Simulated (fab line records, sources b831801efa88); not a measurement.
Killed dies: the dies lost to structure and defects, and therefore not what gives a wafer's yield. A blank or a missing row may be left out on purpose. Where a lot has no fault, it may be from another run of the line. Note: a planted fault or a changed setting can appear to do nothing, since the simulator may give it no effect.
fab line records	flow sky130
[record] lots = 6	wafers = 18	last-day = 50
route steps=708 shown LI_CONTACT@370 PAD_OPEN@708
lots untouched by any fault: they come from a run of this same line in which no faults occurred
start-h: hours from the record's opening day to when the first of the lot's shown wafers began	wait-h: time in hours since the lot's previous step	" repeats the value in the row above	L1.1+2: one row covering several wafers at once	- no value, or no start given	* or withheld: withheld	< > ~ a bound
route shown NAME@n: a module of which the file shows steps, and the number in the route of the first	usual: mean/standard deviation of fault-free wafers	same: alike in all rows	chamber/n: place in a boat	sites: each site's reading	_std_site: standard deviation across them	_edge_site: mean of outer sites minus mean of inner sites	radius-mm: how far each site lies from the wafer's centre	mask NAME#n: copy n	behind: the tool/chamber that last shaped the wafer	hold: the reason the lot was held/the length of the hold in hours/how it ended	device: the n, p or np transistor that did not switch	end of line: tests of these same wafers at the route's end	a step with no rows: only its recipe	killed: not the wafer's yield, but the dies lost to structure and defects at the first sort	map: shows each die of a wafer: x if killed, . if not, _ if none is there
set.NAME: setting as actually run; set.NAME@STEP: the setting as run at that earlier step	model.NAME: the simulator's own value behind a step, which no gauge read
a table for each step, a row for each wafer; lots at some steps of the route
services: the hour from which a tool's chamber was out of use, counted from the record's first day as start-h (under 0 if before that day), plus the number of hours and why
[[steps]]
[step SKY_LI_CONTACT_SOFTBAKE_08]
[recipe] temp-c = 100	time-s = 90	resist = KrF-thick
[step SKY_LI_CONTACT_EXPOSE_09]
[recipe] mask-id = LICM1	na = 0.8	source-shape = annular	sigma-inner = 0.55	sigma-outer = 0.85	target-cd-nm = 170	dose-mj = 38
[step SKY_LI_CONTACT_PEB_10]
[recipe] peb-temp-c = withheld	peb-time-s = withheld	resist = KrF-thick
[step SKY_LI_CONTACT_DEVELOP_11]
[recipe] develop-time-s = 60	resist = KrF-thick	dev-temp-c = 21
[step SKY_LI_CONTACT_CD_MEAS_12]
[recipe] target-cd-nm = 170
[usual] cd-nm = 170.3/1.5
lot.wafer	tool	chamber	start-h	wait-h	cd-nm
L704.1	cd-sem-01	-	666.99	-	171.1
L704.2	"	-	"	"	170.8
L704.6	"	-	"	"	171.0
L707.2	cd-sem-01	-	701.61	-	167.5
L707.4	"	-	"	"	167.7
L707.5	"	-	"	"	169.3
L722.1	cd-sem-02	-	819.83	-	170.5
L722.3	"	-	"	"	170.6
L722.4	"	-	"	"	171.0
L724.4	cd-sem-02	-	836.95	-	170.3
L724.5	"	-	"	"	170.5
L724.6	"	-	"	"	171.1
L725.1	cd-sem-01	-	844.57	-	172.0
L725.2	"	-	"	"	172.9
L725.3	"	-	"	"	170.1
L726.1	cd-sem-01	-	847.63	-	174.2
L726.2	"	-	"	"	173.0
L726.6	"	-	"	"	173.4
[step SKY_LI_CONTACT_OVL_MEAS_13]
[usual] LI_CONTACT_OVL = 2/4.9
lot.wafer	tool	chamber	start-h	wait-h	LI_CONTACT_OVL[nm]
L704.1	overlay-02	-	667.11	0.1	4
L704.2	"	-	"	"	10
L704.6	"	-	"	"	5
L707.2	overlay-02	-	701.71	0.1	0
L707.4	"	-	"	"	-1
L707.5	"	-	"	"	-3
L722.1	overlay-01	-	819.95	0.1	3
L722.3	"	-	"	"	8
L722.4	"	-	"	"	6
L724.4	overlay-01	-	837.03	0.1	1
L724.5	"	-	"	"	10
L724.6	"	-	"	"	-9
L725.1	overlay-01	-	844.69	0.1	-10
L725.2	"	-	"	"	3
L725.3	"	-	"	"	-1
L726.1	overlay-02	-	847.75	0.1	1
L726.2	"	-	"	"	6
L726.6	"	-	"	"	4
[step SKY_LI_CONTACT_ETCH_14]
[recipe] chemistry = N2/H2	target = BARC	ion-energy-ev = 200	source-w = 500	bias-w = 100	pressure-mtorr = 30	n2-flow-sccm = 100	h2-flow-sccm = 200	stop-on = SiO2	time-s = 45.9	target-depth-a = 600
[usual] drypump-motor-current-A = 5.6/0.44	oes-product-au = 0.856/0.0045	throttle-valve-pct = 13.225/0.0079
[same] time-s = 45.9
lot.wafer	tool	chamber	start-h	wait-h	drypump-motor-current-A	oes-product-au	rf-hours-counter-h	throttle-valve-pct
L704.1	rie-diel-03	2	667.14	0.0	5.4	0.860	6	13.225
L704.2	"	1	"	"	6.4	0.856	9	13.224
L704.6	"	2	"	"	5.4	0.850	-	13.216
L707.2	rie-diel-02	2	701.74	0.0	5.6	0.853	33	13.223
L707.4	"	1	"	"	5.4	0.857	0	13.227
L707.5	"	0	"	"	5.6	0.850	-	13.217
L722.1	rie-diel-01	2	819.98	0.0	6.2	0.857	2	13.239
L722.3	"	1	"	"	5.1	0.863	7	13.224
L722.4	"	0	"	"	5.4	0.866	14	13.199
L724.4	rie-diel-01	3	837.04	0.0	5.2	0.855	14	13.235
L724.5	"	0	"	"	5.3	0.856	-	13.229
L724.6	"	1	"	"	5.2	0.855	-	13.216
L725.1	rie-diel-03	3	844.73	0.0	5.5	0.850	4	13.216
L725.2	"	1	"	"	6.4	0.861	13	13.215
L725.3	"	0	"	"	6.6	0.855	11	13.224
L726.1	rie-diel-02	3	847.78	0.0	5.8	0.853	11	13.232
L726.2	"	1	"	"	5.4	0.859	5	13.231
L726.6	"	0	"	"	5.6	0.854	-	13.238
[step SKY_LI_CONTACT_ETCH_15]
[recipe] target = PSG	chemistry = C4F8/O2/Ar	stop-on = Si	taper-deg = 4.15	mask-material = KrF-thick	source-w = 1500	bias-w = 1200	pressure-mtorr = 40	c4f8-flow-sccm = withheld	O2_flow_sccm = 6	Ar_flow_sccm = 300	time-s = withheld	target-depth-a = 6000
[usual] oes-product-au = 0.837/0.0044
lot.wafer	tool	chamber	start-h	wait-h	oes-product-au
L704.1	rie-diel-03	2	667.19	0.0	0.840
L704.2	"	1	"	"	0.830
L704.6	"	2	"	"	0.839
L707.2	rie-diel-02	2	701.79	0.0	0.835
L707.4	"	1	"	"	0.834
L707.5	"	0	"	"	0.834
L722.1	rie-diel-01	2	820.02	0.0	0.830
L722.3	"	1	"	"	0.830
L722.4	"	0	"	"	0.836
L724.4	rie-diel-01	3	837.09	0.0	0.839
L724.5	"	0	"	"	0.836
L724.6	"	1	"	"	0.830
L725.1	rie-diel-03	3	844.77	0.0	0.831
L725.2	"	1	"	"	0.843
L725.3	"	0	"	"	0.840
L726.1	rie-diel-02	3	847.82	0.0	0.834
L726.2	"	1	"	"	0.844
L726.6	"	0	"	"	0.840
[step SKY_LI_CONTACT_STRIP_16]
[recipe] chemistry = O2/N2	power-w = 1400	pressure-mtorr = 1500	platen-temp-c = withheld	o2-flow-sccm = 3000	n2-flow-sccm = 300	overash-fraction = 0.5
[usual] drypump-motor-current-A = 5.9/0.51	oes-product-au = 0.375/0.0052	strip-time-to-endpoint-s = 3.50/0.032
lot.wafer	tool	chamber	start-h	wait-h	drypump-motor-current-A	oes-product-au	rf-hours-counter-h	strip-time-to-endpoint-s
L704.1	plasma-asher-04	0	667.27	-	6.1	0.373	54	3.50
L704.2	"	1	"	"	6.2	0.378	54	3.49
L704.6	"	0	"	"	6.2	0.373	-	3.51
L707.2	plasma-asher-04	1	701.87	-	6.3	0.380	57	3.54
L707.4	"	1	"	"	6.2	0.376	-	3.54
L707.5	"	1	"	"	6.3	0.379	-	3.51
L722.1	plasma-asher-01	1	820.11	-	5.9	0.380	102	3.48
L722.3	"	0	"	"	6.2	0.372	-	3.49
L722.4	"	1	"	"	6.0	0.375	-	3.46
L724.4	plasma-asher-02	1	837.21	-	5.0	0.382	-	3.48
L724.5	"	1	"	"	5.0	0.382	-	3.48
L724.6	"	0	"	"	6.4	0.373	-	3.48
L725.1	plasma-asher-01	0	844.86	-	6.2	0.367	104	3.45
L725.2	"	1	"	"	5.9	0.380	104	3.48
L725.3	"	1	"	"	5.9	0.377	-	3.50
L726.1	plasma-asher-04	1	847.91	-	6.3	0.361	68	3.51
L726.2	"	0	"	"	6.2	0.377	68	3.55
L726.6	"	1	"	"	6.3	0.380	-	3.48
[step SKY_LI_CONTACT_CLEAN_17]
[recipe] chemistry = NMP	time-s = 600	temp-c = 60	dry = n2-spin
[step SKY_LI_CONTACT_PRE_CLEAN_18]
[recipe] gas = Ar	time-s = 5.6	bias-v = 358
[step SKY_LI_CONTACT_SPUTTER_19]
[recipe] material = Ti	target-thk-nm = 20	chamber-pressure-pa = 5	power-w = 2500	substrate-temp-c = 200	time-s = 106.37
[usual] substrate-temp-c = 200.01/0.16	throttle-valve-pct = 29.9/0.97
[same] time-s = 106.37
lot.wafer	tool	chamber	start-h	wait-h	substrate-temp-c	throttle-valve-pct
L704.1	pvd-sputter-04	-	667.57	0.0	199.91	30.6
L704.2	"	-	"	"	199.88	27.2
L704.6	"	-	"	"	199.81	30.3
L707.2	pvd-sputter-04	-	702.18	0.0	200.01	30.4
L707.4	"	-	"	"	200.15	30.5
L707.5	"	-	"	"	200.04	30.2
L722.1	pvd-sputter-04	-	820.40	0.0	200.01	30.7
L722.3	"	-	"	"	200.06	27.6
L722.4	"	-	"	"	200.15	30.5
L724.4	pvd-sputter-04	-	837.64	0.0	200.14	30.5
L724.5	"	-	"	"	200.15	30.5
L724.6	"	-	"	"	200.00	27.2
L725.1	pvd-sputter-02	-	845.15	0.0	200.48	29.4
L725.2	"	-	"	"	199.93	29.8
L725.3	"	-	"	"	200.05	28.6
L726.1	pvd-sputter-03	-	848.20	0.0	200.06	30.6
L726.2	"	-	"	"	200.16	29.9
L726.6	"	-	"	"	200.12	30.5
[step SKY_LI_CONTACT_SPUTTER_20]
[recipe] material = TiN	target-thk-nm = 20	chamber-pressure-pa = 5	power-w = 4000	time-s = 80
[usual] throttle-valve-pct = 29.9/0.99
lot.wafer	tool	chamber	start-h	wait-h	throttle-valve-pct	model.TiN_of_LI_CONTACT_SPUTTER_20.thk-nm
L704.1	pvd-sputter-04	-	667.64	0.0	30.5	19.93
L704.2	"	-	"	"	27.4	20.07
L704.6	"	-	"	"	30.4	20.13
L707.2	pvd-sputter-04	-	702.26	0.0	30.5	20.51
L707.4	"	-	"	"	30.3	20.14
L707.5	"	-	"	"	30.4	20.4
L722.1	pvd-sputter-04	-	820.48	0.0	30.4	34.51
L722.3	"	-	"	"	27.3	34.25
L722.4	"	-	"	"	30.2	34.12
L724.4	pvd-sputter-04	-	837.72	0.0	30.2	34.2
L724.5	"	-	"	"	30.5	34.34
L724.6	"	-	"	"	27.3	34.18
L725.1	pvd-sputter-02	-	845.23	0.0	29.2	19.48
L725.2	"	-	"	"	30.0	19.78
L725.3	"	-	"	"	29.1	19.62
L726.1	pvd-sputter-03	-	848.28	0.0	31.0	19.62
L726.2	"	-	"	"	30.0	20.13
L726.6	"	-	"	"	30.6	19.95
[step SKY_LI_CONTACT_CVD_21]
[recipe] material = W	target-thk-nm = 400	time-s = 120.56	temp-c = 400	pressure-torr = 40
[usual] heater-power-w = 838/86
[same] time-s = 120.56
lot.wafer	tool	chamber	start-h	wait-h	heater-power-w	since-wet-clean-h
L704.1	cvd-w-02	1	667.70	0.0	880	264
L704.2	"	0	"	"	695	264
L704.6	"	0	"	"	698	-
L707.2	cvd-w-02	0	702.36	0.1	722	-
L707.4	"	0	"	"	690	-
L707.5	"	0	"	"	701	-
L722.1	cvd-w-02	0	820.54	0.0	695	417
L722.3	"	0	"	"	708	-
L722.4	"	1	"	"	898	-
L724.4	cvd-w-01	0	837.82	0.1	798	-
L724.5	"	1	"	"	934	-
L724.6	"	0	"	"	846	-
L725.1	cvd-w-01	1	845.29	0.0	938	941
L725.2	"	0	"	"	847	941
L725.3	"	0	"	"	846	-
L726.1	cvd-w-01	1	848.34	0.0	933	944
L726.2	"	0	"	"	830	944
L726.6	"	0	"	"	847	-
[step SKY_PAD_OPEN_PROBE_99]
[usual] killed_at_M0_to_M3 = 43/6.7	killed_at_M4_up = 3.2/1.8	killed-at-contacts = 24/4.8	killed-at-front-end = 16/4.2	killed-at-other = 0.3/0.56	killed-dies = 86/8.5	killed-open = 47/6.7	killed-short = 39/6
[same] gross-dies = 492	killed-at-back-side = 0
lot.wafer	tool	chamber	start-h	wait-h	killed_at_M0_to_M3	killed_at_M4_up	killed-at-contacts	killed-at-front-end	killed-at-other	killed-dies	killed-open	killed-short	model.etest.licon-ndiff.rc-ohm
L704.1	prober-01	-	1065.72	0.1	49	1	24	13	1	88	55	33	181.6
L704.2	prober-01	-	1065.77	0.1	36	3	22	22	0	83	48	34	173.8
L704.6	prober-01	-	1065.97	0.2	32	1	28	17	0	78	44	34	180.7
L707.2	prober-02	-	1090.88	0.1	43	1	26	16	0	86	49	37	186.8
L707.4	prober-02	-	1090.98	0.2	37	5	26	13	0	81	43	38	186.2
L707.5	prober-02	-	1091.03	0.2	47	1	26	23	0	97	47	49	180.5
L722.1	prober-01	-	1176.91	0.1	57	2	19	12	2	92	53	39	194
L722.3	prober-01	-	1177.01	0.2	39	1	23	10	0	73	37	36	191.9
L722.4	prober-01	-	1177.06	0.2	47	4	20	21	0	92	52	40	192.3
L724.4	prober-01	-	1191.06	0.2	58	4	22	12	0	96	56	40	197.4
L724.5	prober-01	-	1191.11	0.2	44	3	20	13	0	80	42	38	187.1
L724.6	prober-01	-	1191.16	0.2	43	2	24	25	0	94	51	42	187.1
L725.1	prober-02	-	1192.92	0.1	49	4	23	20	0	96	53	43	172.9
L725.2	prober-02	-	1192.97	0.1	45	1	23	13	1	83	44	39	172.8
L725.3	prober-02	-	1193.02	0.2	50	2	21	22	0	95	50	45	180.3
L726.1	prober-01	-	1193.86	0.1	43	3	21	12	0	79	38	41	172.6
L726.2	prober-01	-	1193.91	0.1	41	4	23	17	1	86	53	33	174.5
L726.6	prober-01	-	1194.11	0.2	45	3	26	11	0	85	38	47	180.5
// killed by level:class
L704.1 VIA1:geometric-particle:open=13 CONTACT:geometric-particle:open=12 VIA2:geometric-particle:open=8 VIA3:geometric-particle:open=7 LI_CONTACT:geometric-particle:open=6 METAL2:geometric-particle:short=5 FIELD_ISO:geometric-particle:short=4 FIELD_ISO:geometric-particle:open=4
L704.2 CONTACT:geometric-particle:open=9 FIELD_ISO:geometric-particle:open=7 LI_CONTACT:geometric-particle:open=7 VIA2:geometric-particle:open=7 FIELD_ISO:geometric-particle:short=6 VIA1:geometric-particle:open=6 METAL2:geometric-particle:short=6 VIA3:geometric-particle:short=4
L704.6 LI_CONTACT:geometric-particle:open=11 VIA1:geometric-particle:open=11 CONTACT:geometric-particle:open=10 FIELD_ISO:geometric-particle:short=7 METAL2:geometric-particle:short=5 VIA2:geometric-particle:open=4 CONTACT:geometric-particle:short=3 METAL1:geometric-particle:short=3
L707.2 CONTACT:geometric-particle:open=11 VIA1:geometric-particle:open=11 CONTACT:geometric-particle:short=7 VIA2:geometric-particle:open=7 VIA3:geometric-particle:short=6 FIELD_ISO:geometric-particle:open=5 METAL1:geometric-particle:short=5 METAL2:geometric-particle:short=5
L707.4 CONTACT:geometric-particle:open=10 LI_CONTACT:geometric-particle:open=8 VIA1:geometric-particle:open=8 VIA3:geometric-particle:open=8 FIELD_ISO:geometric-particle:short=5 METAL4:geometric-particle:short=5 LOCAL_INTERCONNECT:geometric-particle:short=4 METAL3:geometric-particle:short=4
L707.5 CONTACT:geometric-particle:open=10 VIA1:geometric-particle:open=10 VIA3:geometric-particle:open=9 CONTACT:geometric-particle:short=7 FIELD_ISO:geometric-particle:short=5 POLY_GATE:geometric-particle:open=5 POLY_GATE:geometric-particle:short=5 METAL2:geometric-particle:short=5
L722.1 VIA2:geometric-particle:open=12 VIA1:geometric-particle:open=11 CONTACT:geometric-particle:open=9 VIA3:geometric-particle:open=8 METAL1:geometric-particle:short=5 VIA1:geometric-particle:short=5 LOCAL_INTERCONNECT:geometric-particle:short=4 METAL2:geometric-particle:short=4
L722.3 METAL2:geometric-particle:short=9 CONTACT:geometric-particle:open=8 VIA1:geometric-particle:open=8 CONTACT:geometric-particle:short=7 VIA2:geometric-particle:open=6 VIA3:geometric-particle:open=5 LI_CONTACT:geometric-particle:open=4 FIELD_ISO:geometric-particle:short=3
L722.4 VIA1:geometric-particle:open=16 LI_CONTACT:geometric-particle:open=8 POLY_GATE:geometric-particle:open=6 METAL2:geometric-particle:short=6 VIA2:geometric-particle:short=6 FIELD_ISO:geometric-particle:open=5 POLY_GATE:geometric-particle:short=5 VIA1:geometric-particle:short=5
L724.4 VIA1:geometric-particle:open=14 VIA2:geometric-particle:open=12 VIA1:geometric-particle:short=10 LI_CONTACT:geometric-particle:open=7 VIA3:geometric-particle:open=6 POLY_GATE:geometric-particle:short=5 LOCAL_INTERCONNECT:geometric-particle:short=5 CONTACT:geometric-particle:open=5
L724.5 VIA1:geometric-particle:open=12 CONTACT:geometric-particle:open=8 VIA2:geometric-particle:open=7 FIELD_ISO:geometric-particle:open=5 METAL2:geometric-particle:short=5 VIA2:geometric-particle:short=5 LI_CONTACT:geometric-particle:open=4 FIELD_ISO:geometric-particle:short=3
L724.6 VIA1:geometric-particle:open=12 FIELD_ISO:geometric-particle:short=7 POLY_GATE:geometric-particle:open=7 POLY_GATE:geometric-particle:short=7 VIA3:geometric-particle:open=7 VIA2:geometric-particle:open=6 LOCAL_INTERCONNECT:geometric-particle:short=6 VIA1:geometric-particle:short=6
L725.1 VIA1:geometric-particle:open=11 VIA1:geometric-particle:short=9 CONTACT:geometric-particle:open=9 POLY_GATE:geometric-particle:open=6 VIA3:geometric-particle:open=6 VIA3:geometric-particle:short=5 LOCAL_INTERCONNECT:geometric-particle:short=5 METAL1:geometric-particle:short=5
L725.2 VIA1:geometric-particle:open=12 CONTACT:geometric-particle:open=8 FIELD_ISO:geometric-particle:short=6 VIA3:geometric-particle:open=6 LI_CONTACT:geometric-particle:open=5 VIA1:geometric-particle:short=5 CONTACT:geometric-particle:short=4 METAL2:geometric-particle:short=4
L725.3 VIA3:geometric-particle:open=11 CONTACT:geometric-particle:open=9 VIA1:geometric-particle:open=7 FIELD_ISO:geometric-particle:open=6 POLY_GATE:geometric-particle:short=6 LOCAL_INTERCONNECT:geometric-particle:short=6 VIA1:geometric-particle:short=6 METAL2:geometric-particle:short=6
L726.1 VIA1:geometric-particle:open=14 METAL1:geometric-particle:short=9 LI_CONTACT:geometric-particle:open=7 METAL2:geometric-particle:short=5 POLY_GATE:geometric-particle:short=5 LOCAL_INTERCONNECT:geometric-particle:short=5 CONTACT:geometric-particle:open=5 VIA2:geometric-particle:short=4
L726.2 VIA1:geometric-particle:open=9 VIA2:geometric-particle:open=7 VIA3:geometric-particle:open=7 CONTACT:geometric-particle:open=6 FIELD_ISO:geometric-particle:open=5 LI_CONTACT:geometric-particle:open=5 LOCAL_INTERCONNECT:geometric-particle:short=5 CONTACT:geometric-particle:short=4
L726.6 VIA1:geometric-particle:open=12 VIA1:geometric-particle:short=10 LOCAL_INTERCONNECT:geometric-particle:short=10 LI_CONTACT:geometric-particle:open=7 CONTACT:geometric-particle:open=6 METAL2:geometric-particle:short=5 POLY_GATE:geometric-particle:open=4 METAL3:geometric-particle:short=4
[[services]]
tool	chamber	start-h	hours	kind
plasma-asher-04	-	648.35	5.8	pm
plasma-asher-04	-	655.40	1.8	repair
cvd-w-01	-	675.25	28.1	pm
rie-diel-03	-	693.99	0.5	repair
pvd-sputter-03	-	697.16	1.3	repair
pvd-sputter-04	-	698.46	1.7	repair
cvd-w-02	1	699.77	2.6	repair
pvd-sputter-03	-	702.77	3.2	repair
cvd-w-01	1	707.62	4.8	repair
rie-diel-02	0	722.02	6.0	repair
plasma-asher-02	-	733.75	9.0	pm
plasma-asher-01	-	744.21	7.7	repair
cvd-w-02	0	757.11	15.6	repair
cvd-w-02	1	760.14	1.4	repair
rie-diel-01	3	760.77	5.7	repair
plasma-asher-02	-	770.56	0.5	repair
plasma-asher-04	-	775.66	28.1	pm
rie-diel-01	3	788.17	11.7	repair
rie-diel-02	1	788.75	9.7	repair
rie-diel-03	2	793.93	12.4	repair
plasma-asher-04	-	803.76	15.6	pm
pvd-sputter-04	0	815.39	-	consumable-replace:kit
plasma-asher-02	-	841.07	5.9	repair
rie-diel-02	2	845.49	4.1	repair
[[key]]
first-sign none at tools or gauges
[model-effect] step = SKY_LI_CONTACT_SPUTTER_20	value = TiN_of_LI_CONTACT_SPUTTER_20.thk-nm	without = 19.81	struck = 34.27
[model-effect] step = SKY_PAD_OPEN_PROBE_99	value = etest.licon-ndiff.rc-ohm	without = 181.3	struck = 191.6
met-at SKY_LI_CONTACT_SPUTTER_20
struck-wafers L722.1,L722.3,L722.4,L724.4,L724.5,L724.6
tester-left-out L722,L724
onset-between 702.26 820.48
also-fits SKY_LI_CONTACT_ETCH_14:rie-diel-01,SKY_LI_CONTACT_ETCH_15:rie-diel-01,SKY_LI_CONTACT_SPUTTER_19:pvd-sputter-04
[fault] kind = process-parameter-drift	tool = pvd-sputter-04	chamber = -	onset-h = 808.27	steps = SKY_LI_CONTACT_SPUTTER_20	channel = target-thk-nm	offset = 14.458	shape = step	end-h = 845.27	acts-in = these-recipes-only	stated = 20
// tester-left-out: of these lots the tester's yield and bins aren't shown, on N5 and GAA mostly nor the transistor test; their killed dies are dies lost to structure and defects alone, not to doping, threshold or leakage, so they don't give the yield
